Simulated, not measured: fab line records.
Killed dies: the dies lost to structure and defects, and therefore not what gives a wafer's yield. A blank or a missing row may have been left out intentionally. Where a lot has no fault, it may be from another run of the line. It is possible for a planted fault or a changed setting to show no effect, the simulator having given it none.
2 desks, one fault ; flow gf180mcu ; every desk sees just its own numbers, and what lay behind them comes last

== FROM THE METROLOGY DESK ==
Means of the sampled wafers that have a number, per lot and without regard to the tool the lot ran on: this is what the gauges read. The brackets show how far a lot's mean lies from the usual mean; more than 4 standard deviations puts the lot out of limits, marked OUT.
Columns: A = V3_W_THK at GF_V3_THK_MEAS_25, usual 349 nm
lot;first seen here;A
L753;day 22 05:07;351
L754;day 22 13:13;349
L755;day 23 00:21;343
L756;day 23 10:14;350
L757;day 23 15:31;355
L764;day 26 08:05;342
L767;day 27 06:03;344
L769;day 27 23:06;344
L770;day 28 08:05;349
L773;day 28 23:52;352
L775;day 29 20:23;346
This desk's verdict: no lot among the 11 shows anything out of limits.

== FOR THE TOOL OWNER'S DESK: rie_metal-04 ==
The tool's own readings at GF_M4_METAL_ETCH_16 (etches the open film in Cl2/BCl3, stops on SiO2, target depth 627.5 nm, time 104.6 s): means of the sampled wafers that have a number, for each lot that ran on this tool. The brackets show how far a lot's mean lies from the usual mean; more than 4 standard deviations puts the lot out of limits, marked OUT.
Columns: A = bias_w at GF_M4_METAL_ETCH_16, usual 140.0 W; B = chamber_pressure_mTorr at GF_M4_METAL_ETCH_16, usual 8.000 mTorr; C = drypump_motor_current_A at GF_M4_METAL_ETCH_16, usual 5.67 A; D = oes_product_au at GF_M4_METAL_ETCH_16, usual 0.973 a.u.; E = rf_fwd_power_W at GF_M4_METAL_ETCH_16, usual 794.9 W; F = throttle_valve_pct at GF_M4_METAL_ETCH_16, usual 28.249 %
lot;first seen here;A;B;C;D;E;F
L753;day 23 05:05;140.1;7.999;5.45;0.973;794.7;28.249
L754;day 23 12:48;140.5;8.004;5.50;0.971;796.1;28.247
L755;day 23 23:52;139.7;7.989;5.51;0.969;797.8;28.253
L757;day 24 14:07;139.6;8.001;5.45;0.974;800.0;28.251
L764;day 27 05:22;140.0;8.008;5.51;0.970;922.7 (+43) OUT;28.254
L767;day 28 03:08;140.2;8.001;5.36;0.973;921.9 (+42) OUT;28.246
L775;day 30 15:21;139.7;7.996;5.44;0.975;795.4;28.258
This desk's verdict: out of limits on L764, L767, starting with L764 at day 27 05:22 (rf_fwd_power_W at GF_M4_METAL_ETCH_16). In limits: L753, L754, L755, L757, L775.

== BROUGHT TOGETHER ==
The tool owner's desk had the chance to raise an alarm at day 27 05:22 on L764, L767.
The metrology desk saw nothing out of limits.
The metrology desk has L764, L767 on record, within its limits.
On rie_metal-04, each named lot ran GF_M4_METAL_ETCH_16.

== WHAT THE SIMULATOR HAD PUT IN ==
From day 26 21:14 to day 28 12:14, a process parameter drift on rie_metal-04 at GF_M4_METAL_ETCH_16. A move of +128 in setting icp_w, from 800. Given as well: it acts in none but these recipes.
Lots struck among those shown: L764, L767.
Delay in hours, fault start to first out-of-limits reading, by desk: the tool owner's desk at 8.
